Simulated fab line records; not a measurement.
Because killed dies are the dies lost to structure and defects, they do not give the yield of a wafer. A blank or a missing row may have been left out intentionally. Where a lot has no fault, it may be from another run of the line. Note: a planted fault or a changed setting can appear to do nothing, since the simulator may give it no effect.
fab line records    flow sky130
record: lots: 24  wafers: 72  lastDay: 50
route steps=708 shown GATE_OXIDE@201 CONTACT@421 METAL2@499
lots untouched by any fault: they come from a run of this same line in which no faults occurred
startH: the number of hours between the record's first day and the start of the first shown wafer of the lot    waitH: hours elapsed since this lot's preceding step    " identical to the entry in the row above    L1.1+2: several wafers, shown together as one row    - no value present, or no start provided    * or withheld: withheld    < > ~ a bound
route shown NAME@n: names a module that has steps shown in the file, with the first one's number in the route    usual: the fault-free wafers' mean and standard deviation    same: alike in all rows    chamber/n: place in a boat    sites: the reading at each site    _std_site: standard deviation of those values    _edge_site: mean of outer sites minus mean of inner sites    radiusMm: how far each site lies from the wafer's centre    mask NAME#n: copy n    behind: the most recent tool/chamber to have shaped the wafer    hold: cause of the lot's hold/its duration in hours/its outcome    device: the n, p or np transistor that did not switch    end of line: the same wafers' tests at the end of the route    where a step has no rows: the recipe by itself    killed: dies lost to structure and defects at the first sort, not the wafer's yield    map: a wafer's dies, marking killed ones x, the rest . and places with no die _
set.NAME: the setting the step ran with; set.NAME@STEP: the setting that earlier step ran with    model.NAME: the simulator's own value behind a step, which no gauge read
one table for each step of the route and one row for each wafer, over a sample of lots
services: from which hour (startH, from the record's first day; less than 0 if before it) a tool's chamber was out of use, for how many hours, and why
== steps ==
step: SKY_GATE_OXIDE_TW_MEAS_14
usual: GATE_OXIDE_TW: 226.0/1.2
lot.wafer  tool          chamber  startH  waitH  GATE_OXIDE_TW
L075.1     filmMetro-04  -        304.66  0.1    227.0
L075.2     "             -        "       "      227.1
L075.6     "             -        "       "      227.1
L074.1     filmMetro-02  -        309.01  0.1    227.0
L074.3     "             -        "       "      226.4
L074.5     "             -        "       "      226.6
L076.2     filmMetro-04  -        327.64  0.1    226.6
L076.5     "             -        "       "      227.4
L076.6     "             -        "       "      225.7
L077.1     filmMetro-02  -        327.99  0.1    226.1
L077.4     "             -        "       "      225.6
L077.5     "             -        "       "      225.7
L078.1     filmMetro-04  -        341.78  0.1    227.9
L078.2     "             -        "       "      228.1
L078.3     "             -        "       "      228.1
L079.2     filmMetro-01  -        347.85  0.1    223.9
L079.5     "             -        "       "      225.5
L079.6     "             -        "       "      226.1
L080.2     filmMetro-04  -        352.15  0.1    227.0
L080.3     "             -        "       "      228.4
L080.5     "             -        "       "      227.8
L081.1     filmMetro-01  -        362.06  0.1    225.9
L081.2     "             -        "       "      225.9
L081.4     "             -        "       "      226.5
L082.2     filmMetro-01  -        365.77  0.1    225.7
L082.3     "             -        "       "      225.7
L082.5     "             -        "       "      224.8
L083.1     filmMetro-01  -        385.57  0.1    224.7
L083.2     "             -        "       "      225.7
L083.4     "             -        "       "      227.0
L084.3     filmMetro-04  -        390.52  0.1    228.7
L084.5     "             -        "       "      228.5
L084.6     "             -        "       "      228.4
L085.1     filmMetro-02  -        401.36  0.1    226.3
L085.2     "             -        "       "      225.7
L085.3     "             -        "       "      225.0
L086.3     filmMetro-02  -        408.55  0.1    224.5
L086.5     "             -        "       "      225.4
L086.6     "             -        "       "      224.6
L087.2     filmMetro-02  -        413.77  0.1    224.4
L087.3     "             -        "       "      225.4
L087.5     "             -        "       "      225.3
L088.2     filmMetro-01  -        424.09  0.1    224.7
L088.3     "             -        "       "      224.9
L088.6     "             -        "       "      225.8
L089.2     filmMetro-02  -        430.73  0.1    225.2
L089.4     "             -        "       "      225.3
L089.5     "             -        "       "      226.2
L090.2     filmMetro-01  -        440.88  0.1    226.0
L090.3     "             -        "       "      227.2
L090.5     "             -        "       "      225.5
L091.1     filmMetro-04  -        448.66  0.1    227.5
L091.2     "             -        "       "      226.2
L091.4     "             -        "       "      226.9
L092.1     filmMetro-01  -        457.39  0.1    224.3
L092.3     "             -        "       "      224.2
L092.5     "             -        "       "      226.2
L093.3     filmMetro-01  -        462.91  0.1    224.5
L093.4     "             -        "       "      224.9
L093.5     "             -        "       "      224.5
L094.1     filmMetro-04  -        483.14  0.1    227.1
L094.2     "             -        "       "      227.1
L094.5     "             -        "       "      226.9
L095.1     filmMetro-01  -        501.84  0.1    225.1
L095.2     "             -        "       "      226.7
L095.3     "             -        "       "      226.7
L097.2     filmMetro-01  -        512.55  0.1    224.8
L097.3     "             -        "       "      224.6
L097.6     "             -        "       "      224.2
L096.3     filmMetro-02  -        514.20  0.1    224.8
L096.5     "             -        "       "      224.6
L096.6     "             -        "       "      225.0
step: SKY_CONTACT_OVL_MEAS_15
usual: CONTACT_OVL: -2/5.6
lot.wafer  tool        chamber  startH  waitH  CONTACT_OVL[nm]
L075.1     overlay-01  -        730.08  0.1    2
L075.2     "           -        "       "      1
L075.6     "           -        "       "      -1
L074.1     overlay-02  -        732.43  0.1    -10
L074.3     "           -        "       "      -12
L074.5     "           -        "       "      -6
L076.2     overlay-01  -        744.02  0.1    6
L076.5     "           -        "       "      3
L076.6     "           -        "       "      7
L077.1     overlay-02  -        749.61  0.1    0
L077.4     "           -        "       "      -7
L077.5     "           -        "       "      -8
L078.1     overlay-01  -        765.57  0.1    2
L078.2     "           -        "       "      -3
L078.3     "           -        "       "      -6
L079.2     overlay-01  -        771.62  0.1    -1
L079.5     "           -        "       "      0
L079.6     "           -        "       "      0
L080.2     overlay-01  -        776.62  0.1    -11
L080.3     "           -        "       "      -5
L080.5     "           -        "       "      -7
L081.1     overlay-02  -        786.18  0.1    -3
L081.2     "           -        "       "      -2
L081.4     "           -        "       "      4
L082.2     overlay-02  -        790.94  0.1    -8
L082.3     "           -        "       "      -8
L082.5     "           -        "       "      -6
L083.1     overlay-01  -        800.97  0.1    -9
L083.2     "           -        "       "      -8
L083.4     "           -        "       "      -3
L084.3     overlay-01  -        812.44  0.1    7
L084.5     "           -        "       "      14
L084.6     "           -        "       "      7
L085.1     overlay-01  -        820.57  0.1    4
L085.2     "           -        "       "      9
L085.3     "           -        "       "      -4
L086.3     overlay-02  -        824.43  0.1    4
L086.5     "           -        "       "      6
L086.6     "           -        "       "      9
L087.2     overlay-01  -        832.39  0.1    -2
L087.3     "           -        "       "      -2
L087.5     "           -        "       "      2
L088.2     overlay-02  -        840.13  0.1    -13
L088.3     "           -        "       "      -5
L088.6     "           -        "       "      -5
L089.2     overlay-02  -        840.47  0.1    5
L089.4     "           -        "       "      -2
L089.5     "           -        "       "      0
L090.2     overlay-02  -        852.49  0.1    2
L090.3     "           -        "       "      -10
L090.5     "           -        "       "      -10
L091.1     overlay-02  -        858.31  0.1    6
L091.2     "           -        "       "      -3
L091.4     "           -        "       "      7
L092.1     overlay-01  -        861.96  0.1    -2
L092.3     "           -        "       "      3
L092.5     "           -        "       "      1
L093.3     overlay-02  -        865.93  0.1    8
L093.4     "           -        "       "      -7
L093.5     "           -        "       "      -5
L094.1     overlay-02  -        888.43  0.1    1
L094.2     "           -        "       "      1
L094.5     "           -        "       "      -5
L095.1     overlay-01  -        900.41  0.1    -8
L095.2     "           -        "       "      -1
L095.3     "           -        "       "      -4
L097.2     overlay-02  -        907.73  0.1    -8
L097.3     "           -        "       "      -3
L097.6     "           -        "       "      -9
L096.3     overlay-01  -        917.83  0.1    -1
L096.5     "           -        "       "      -4
L096.6     "           -        "       "      -3
step: SKY_CONTACT_ETCH_17
recipe: target: SiO2  chemistry: C4F8/O2/Ar  stopOn: Si3N4  maskMaterial: KrF-thick  sourceW: 1500  biasW: 1200  pressureMtorr: 40  c4f8FlowSccm: withheld  O2_flow_sccm: 6  Ar_flow_sccm: 300  timeS: withheld  targetDepthA: 3400
usual: oesProductAu: 0.891/0.005
lot.wafer  tool        chamber  startH  waitH  oesProductAu
L075.1     rieDiel-01  2        730.16  0.0    0.891
L075.2     "           1        "       "      0.898
L075.6     "           3        "       "      0.881
L074.1     rieDiel-01  2        732.51  0.0    0.888
L074.3     "           1        "       "      0.891
L074.5     "           1        "       "      0.888
L076.2     rieDiel-01  3        744.09  0.0    0.890
L076.5     "           2        "       "      0.894
L076.6     "           3        "       "      0.895
L077.1     rieDiel-01  0        749.69  0.0    0.893
L077.4     "           1        "       "      0.896
L077.5     "           2        "       "      0.894
L078.1     rieDiel-01  0        765.65  0.0    0.886
L078.2     "           3        "       "      0.888
L078.3     "           2        "       "      0.888
L079.2     rieDiel-01  3        771.69  0.0    0.895
L079.5     "           1        "       "      0.888
L079.6     "           0        "       "      0.902
L080.2     rieDiel-04  3        776.69  0.0    0.890
L080.3     "           2        "       "      0.888
L080.5     "           0        "       "      0.891
L081.1     rieDiel-04  1        786.26  0.0    0.887
L081.2     "           0        "       "      0.896
L081.4     "           3        "       "      0.889
L082.2     rieDiel-04  1        791.01  0.0    0.896
L082.3     "           0        "       "      0.898
L082.5     "           1        "       "      0.888
L083.1     rieDiel-04  2        801.05  0.0    0.885
L083.2     "           0        "       "      0.883
L083.4     "           1        "       "      0.882
L084.3     rieDiel-02  3        812.51  0.0    0.890
L084.5     "           0        "       "      0.893
L084.6     "           3        "       "      0.886
L085.1     rieDiel-04  1        820.65  0.0    0.885
L085.2     "           3        "       "      0.890
L085.3     "           0        "       "      0.898
L086.3     rieDiel-01  0        824.50  0.0    0.893
L086.5     "           1        "       "      0.880
L086.6     "           0        "       "      0.891
L087.2     rieDiel-04  0        832.46  0.0    0.888
L087.3     "           3        "       "      0.895
L087.5     "           3        "       "      0.885
L088.2     rieDiel-02  3        840.20  0.0    0.900
L088.3     "           0        "       "      0.903
L088.6     "           0        "       "      0.888
L089.2     rieDiel-04  0        840.54  0.0    0.885
L089.4     "           1        "       "      0.883
L089.5     "           2        "       "      0.895
L090.2     rieDiel-01  1        852.56  0.0    0.891
L090.3     "           2        "       "      0.904
L090.5     "           1        "       "      0.896
L091.1     rieDiel-04  1        858.39  0.0    0.885
L091.2     "           0        "       "      0.894
L091.4     "           3        "       "      0.891
L092.1     rieDiel-04  3        862.04  0.0    0.892
L092.3     "           1        "       "      0.883
L092.5     "           0        "       "      0.885
L093.3     rieDiel-01  1        866.00  0.0    0.891
L093.4     "           2        "       "      0.892
L093.5     "           2        "       "      0.900
L094.1     rieDiel-02  2        888.51  0.0    0.888
L094.2     "           0        "       "      0.891
L094.5     "           1        "       "      0.896
L095.1     rieDiel-01  1        900.49  0.0    0.891
L095.2     "           0        "       "      0.891
L095.3     "           2        "       "      0.892
L097.2     rieDiel-04  0        907.80  0.0    0.893
L097.3     "           1        "       "      0.893
L097.6     "           1        "       "      0.888
L096.3     rieDiel-02  3        917.90  0.0    0.896
L096.5     "           3        "       "      0.896
L096.6     "           2        "       "      0.900
step: SKY_CONTACT_STRIP_19
recipe: chemistry: O2/N2  powerW: 1400  pressureMtorr: 1500  platenTempC: withheld  o2FlowSccm: 3000  n2FlowSccm: 300  overashFraction: 0.5
usual: drypumpMotorCurrentA: 5.81/0.24  oesProductAu: 0.381/0.0043  stripTimeToEndpointS: 3.62/0.038
same: overashFraction: 0.5
lot.wafer  tool            chamber  startH  waitH  drypumpMotorCurrentA  oesProductAu  rfHoursCounterH  stripTimeToEndpointS
L075.1     plasmaAsher-03  0        730.25  -      5.59                  0.376         95               3.61
L075.2     "               1        "       "      6.26                  0.377         95               3.64
L075.6     "               0        "       "      5.58                  0.386         -                3.59
L074.1     plasmaAsher-01  0        732.60  -      5.62                  0.377         27               3.62
L074.3     "               0        "       "      5.62                  0.382         -                3.62
L074.5     "               0        "       "      5.58                  0.379         -                3.60
L076.2     plasmaAsher-03  1        744.18  -      6.27                  0.384         97               3.57
L076.5     "               1        "       "      6.26                  0.385         -                3.61
L076.6     "               0        "       "      5.62                  0.385         -                3.59
L077.1     plasmaAsher-01  1        749.78  -      5.72                  0.382         29               3.62
L077.4     "               0        "       "      5.64                  0.381         -                3.58
L077.5     "               1        "       "      5.70                  0.384         -                3.59
L078.1     plasmaAsher-04  1        765.74  -      5.95                  0.376         64               3.66
L078.2     "               0        "       "      5.94                  0.384         64               3.56
L078.3     "               1        "       "      5.94                  0.380         -                3.58
L079.2     plasmaAsher-03  1        771.78  -      6.25                  0.374         99               3.54
L079.5     "               1        "       "      6.24                  0.380         -                3.61
L079.6     "               0        "       "      5.60                  0.384         -                3.65
L080.2     plasmaAsher-01  1        776.78  -      5.74                  0.376         32               3.61
L080.3     "               0        "       "      5.60                  0.377         -                3.62
L080.5     "               1        "       "      5.72                  0.380         -                3.60
L081.1     plasmaAsher-04  0        786.35  -      5.94                  0.376         65               3.62
L081.2     "               1        "       "      5.93                  0.392         65               3.66
L081.4     "               0        "       "      5.93                  0.382         -                3.63
L082.2     plasmaAsher-03  1        791.10  -      6.26                  0.382         101              3.65
L082.3     "               0        "       "      5.62                  0.380         -                3.65
L082.5     "               0        "       "      5.61                  0.384         -                3.65
L083.1     plasmaAsher-01  1        801.14  -      5.74                  0.379         34               3.67
L083.2     "               0        "       "      5.64                  0.383         34               3.64
L083.4     "               0        "       "      5.59                  0.374         -                3.66
L084.3     plasmaAsher-03  0        812.63  -      5.60                  0.382         -                3.60
L084.5     "               1        "       "      6.25                  0.380         -                3.62
L084.6     "               0        "       "      5.61                  0.378         -                3.59
L085.1     plasmaAsher-03  1        820.74  -      6.25                  0.378         104              3.63
L085.2     "               0        "       "      5.62                  0.384         104              3.62
L085.3     "               0        "       "      5.61                  0.377         -                3.65
L086.3     plasmaAsher-03  0        824.62  -      5.65                  0.382         -                3.63
L086.5     "               1        "       "      6.26                  0.375         -                3.55
L086.6     "               0        "       "      5.62                  0.377         -                3.65
L087.2     plasmaAsher-04  1        832.55  -      5.89                  0.381         70               3.66
L087.3     "               1        "       "      5.91                  0.374         -                3.62
L087.5     "               0        "       "      5.92                  0.380         -                3.63
L088.2     plasmaAsher-03  0        840.29  -      5.63                  0.380         106              3.62
L088.3     "               1        "       "      6.26                  0.389         -                3.66
L088.6     "               1        "       "      6.25                  0.381         -                3.66
L089.2     plasmaAsher-01  0        840.63  -      5.62                  0.379         38               3.67
L089.4     "               1        "       "      5.73                  0.383         -                3.62
L089.5     "               0        "       "      5.57                  0.374         -                3.62
L090.2     plasmaAsher-01  1        852.65  -      5.72                  0.375         39               3.54
L090.3     "               1        "       "      5.74                  0.382         -                3.58
L090.5     "               1        "       "      5.71                  0.374         -                3.56
L091.1     plasmaAsher-01  1        858.48  -      5.72                  0.380         40               3.64
L091.2     "               0        "       "      5.66                  0.384         40               3.65
L091.4     "               0        "       "      5.62                  0.383         -                3.58
L092.1     plasmaAsher-03  0        862.13  -      5.63                  0.380         108              3.59
L092.3     "               1        "       "      6.26                  0.379         -                3.64
L092.5     "               0        "       "      5.62                  0.382         -                3.66
L093.3     plasmaAsher-04  0        866.12  -      5.93                  0.375         -                3.58
L093.4     "               1        "       "      5.90                  0.383         -                3.59
L093.5     "               1        "       "      5.92                  0.384         -                3.59
L094.1     plasmaAsher-01  1        888.60  -      5.71                  0.382         43               3.68
L094.2     "               0        "       "      5.61                  0.370         43               3.66
L094.5     "               1        "       "      5.74                  0.381         -                3.65
L095.1     plasmaAsher-01  1        900.58  -      5.72                  0.377         44               3.57
L095.2     "               0        "       "      5.69                  0.382         44               3.62
L095.3     "               1        "       "      5.73                  0.379         -                3.60
L097.2     plasmaAsher-01  0        907.89  -      5.59                  0.381         44               3.68
L097.3     "               1        "       "      5.75                  0.387         -                3.68
L097.6     "               1        "       "      5.72                  0.378         -                3.64
L096.3     plasmaAsher-01  0        918.02  -      5.62                  0.383         -                3.59
L096.5     "               0        "       "      5.59                  0.387         -                3.60
L096.6     "               1        "       "      5.76                  0.383         -                3.65
step: SKY_CONTACT_THK_MEAS_26
recipe: thkMeasGauge: xrf  reads: W_of_CONTACT_CVD_24
usual: CONTACT_W_THK: 336/7
lot.wafer  tool          chamber  startH  waitH  CONTACT_W_THK[nm]
L075.1     filmMetro-04  -        731.20  0.1    337
L075.2     "             -        "       "      334
L075.6     "             -        "       "      336
L074.1     filmMetro-04  -        733.48  0.1    332
L074.3     "             -        "       "      331
L074.5     "             -        "       "      332
L076.2     filmMetro-04  -        745.07  0.1    338
L076.5     "             -        "       "      349
L076.6     "             -        "       "      337
L077.1     filmMetro-04  -        750.66  0.1    331
L077.4     "             -        "       "      337
L077.5     "             -        "       "      336
L078.1     filmMetro-04  -        767.03  0.1    330
L078.2     "             -        "       "      336
L078.3     "             -        "       "      330
L079.2     filmMetro-03  -        772.73  0.1    327
L079.5     "             -        "       "      330
L079.6     "             -        "       "      326
L080.2     filmMetro-04  -        777.68  0.1    335
L080.3     "             -        "       "      333
L080.5     "             -        "       "      338
L081.1     filmMetro-02  -        787.23  0.1    331
L081.2     "             -        "       "      330
L081.4     "             -        "       "      333
L082.2     filmMetro-04  -        791.99  0.1    328
L082.3     "             -        "       "      335
L082.5     "             -        "       "      339
L083.1     filmMetro-02  -        802.03  0.1    346
L083.2     "             -        "       "      336
L083.4     "             -        "       "      336
L084.3     filmMetro-02  -        813.50  0.1    362
L084.5     "             -        "       "      356
L084.6     "             -        "       "      340
L085.1     filmMetro-04  -        821.63  0.1    335
L085.2     "             -        "       "      337
L085.3     "             -        "       "      333
L086.3     filmMetro-04  -        825.52  0.1    337
L086.5     "             -        "       "      335
L086.6     "             -        "       "      330
L087.2     filmMetro-02  -        833.45  0.1    332
L087.3     "             -        "       "      336
L087.5     "             -        "       "      341
L088.2     filmMetro-02  -        841.22  0.1    332
L088.3     "             -        "       "      326
L088.6     "             -        "       "      325
L089.2     filmMetro-04  -        841.60  0.1    335
L089.4     "             -        "       "      337
L089.5     "             -        "       "      337
L090.2     filmMetro-03  -        853.55  0.1    332
L090.3     "             -        "       "      327
L090.5     "             -        "       "      326
L091.1     filmMetro-03  -        859.36  0.1    332
L091.2     "             -        "       "      323
L091.4     "             -        "       "      328
L092.1     filmMetro-02  -        863.01  0.1    328
L092.3     "             -        "       "      330
L092.5     "             -        "       "      336
L093.3     filmMetro-04  -        866.99  0.1    347
L093.4     "             -        "       "      341
L093.5     "             -        "       "      350
L094.1     filmMetro-04  -        889.48  0.1    342
L094.2     "             -        "       "      338
L094.5     "             -        "       "      340
L095.1     filmMetro-03  -        901.51  0.1    330
L095.2     "             -        "       "      339
L095.3     "             -        "       "      327
L097.2     filmMetro-02  -        908.79  0.1    332
L097.3     "             -        "       "      342
L097.6     "             -        "       "      335
L096.3     filmMetro-02  -        918.89  0.1    331
L096.5     "             -        "       "      332
L096.6     "             -        "       "      334
step: SKY_METAL2_OVL_MEAS_16
usual: METAL2_OVL: 0/6
lot.wafer  tool        chamber  startH  waitH  METAL2_OVL[nm]
L075.1     overlay-01  -        813.78  0.1    7
L075.2     "           -        "       "      -2
L075.6     "           -        "       "      -4
L074.1     overlay-01  -        817.54  0.1    11
L074.3     "           -        "       "      9
L074.5     "           -        "       "      1
L076.2     overlay-02  -        828.04  0.1    9
L076.5     "           -        "       "      -3
L076.6     "           -        "       "      6
L077.1     overlay-01  -        833.54  0.1    0
L077.4     "           -        "       "      0
L077.5     "           -        "       "      0
L078.1     overlay-02  -        850.03  0.1    2
L078.2     "           -        "       "      -5
L078.3     "           -        "       "      6
L079.2     overlay-01  -        854.08  0.1    -7
L079.5     "           -        "       "      8
L079.6     "           -        "       "      -6
L080.2     overlay-01  -        858.99  0.1    1
L080.3     "           -        "       "      8
L080.5     "           -        "       "      -6
L081.1     overlay-01  -        869.29  0.1    10
L081.2     "           -        "       "      4
L081.4     "           -        "       "      0
L082.2     overlay-02  -        873.54  0.1    -6
L082.3     "           -        "       "      6
L082.5     "           -        "       "      -3
L083.1     overlay-02  -        883.94  0.1    -14
L083.2     "           -        "       "      -4
L083.4     "           -        "       "      -7
L084.3     overlay-02  -        895.19  0.1    2
L084.5     "           -        "       "      1
L084.6     "           -        "       "      0
L085.1     overlay-02  -        903.27  0.1    4
L085.2     "           -        "       "      -9
L085.3     "           -        "       "      2
L086.3     overlay-02  -        906.44  0.1    5
L086.5     "           -        "       "      0
L086.6     "           -        "       "      5
L087.2     overlay-02  -        914.34  0.1    4
L087.3     "           -        "       "      5
L087.5     "           -        "       "      9
L088.2     overlay-01  -        921.79  0.1    -4
L088.3     "           -        "       "      8
L088.6     "           -        "       "      -2
L089.2     overlay-02  -        922.65  0.1    0
L089.4     "           -        "       "      5
L089.5     "           -        "       "      -5
L090.2     overlay-02  -        933.89  0.1    -7
L090.3     "           -        "       "      6
L090.5     "           -        "       "      3
L091.1     overlay-02  -        939.27  0.1    8
L091.2     "           -        "       "      -2
L091.4     "           -        "       "      -2
L092.1     overlay-01  -        941.58  0.1    1
L092.3     "           -        "       "      6
L092.5     "           -        "       "      0
L093.3     overlay-02  -        946.43  0.1    -1
L093.4     "           -        "       "      -2
L093.5     "           -        "       "      6
L094.1     overlay-02  -        968.38  0.1    5
L094.2     "           -        "       "      2
L094.5     "           -        "       "      4
L095.1     overlay-01  -        979.88  0.1    2
L095.2     "           -        "       "      -6
L095.3     "           -        "       "      5
L097.2     overlay-02  -        985.34  0.1    6
L097.3     "           -        "       "      4
L097.6     "           -        "       "      0
L096.3     overlay-01  -        995.21  0.1    -6
L096.5     "           -        "       "      -9
L096.6     "           -        "       "      9
== services ==
tool            chamber  startH  hours  kind
rieDiel-02      -        716.69  28.1   pm
rieDiel-04      0        716.77  1.4    repair
rieDiel-04      1        717.31  18.1   repair
rieDiel-04      -        730.03  22.2   repair
rieDiel-04      3        752.19  -      clean
rieDiel-04      3        752.19  22.2   scheduledDown
rieDiel-04      3        752.19  22.2   ventCycle
plasmaAsher-04  -        771.42  4.5    repair
rieDiel-02      3        772.99  6.3    repair
rieDiel-01      1        788.40  24.3   repair
plasmaAsher-01  -        797.23  1.4    repair
rieDiel-02      -        827.03  2.8    pm
rieDiel-01      -        834.33  14.6   pm
rieDiel-02      1        852.92  15.3   repair
plasmaAsher-01  -        868.92  4.0    repair
plasmaAsher-01  -        873.64  1.2    repair
rieDiel-01      2        884.37  3.4    repair
plasmaAsher-01  -        901.61  2.8    pm
plasmaAsher-04  -        908.12  2.8    pm
== key ==
fault none
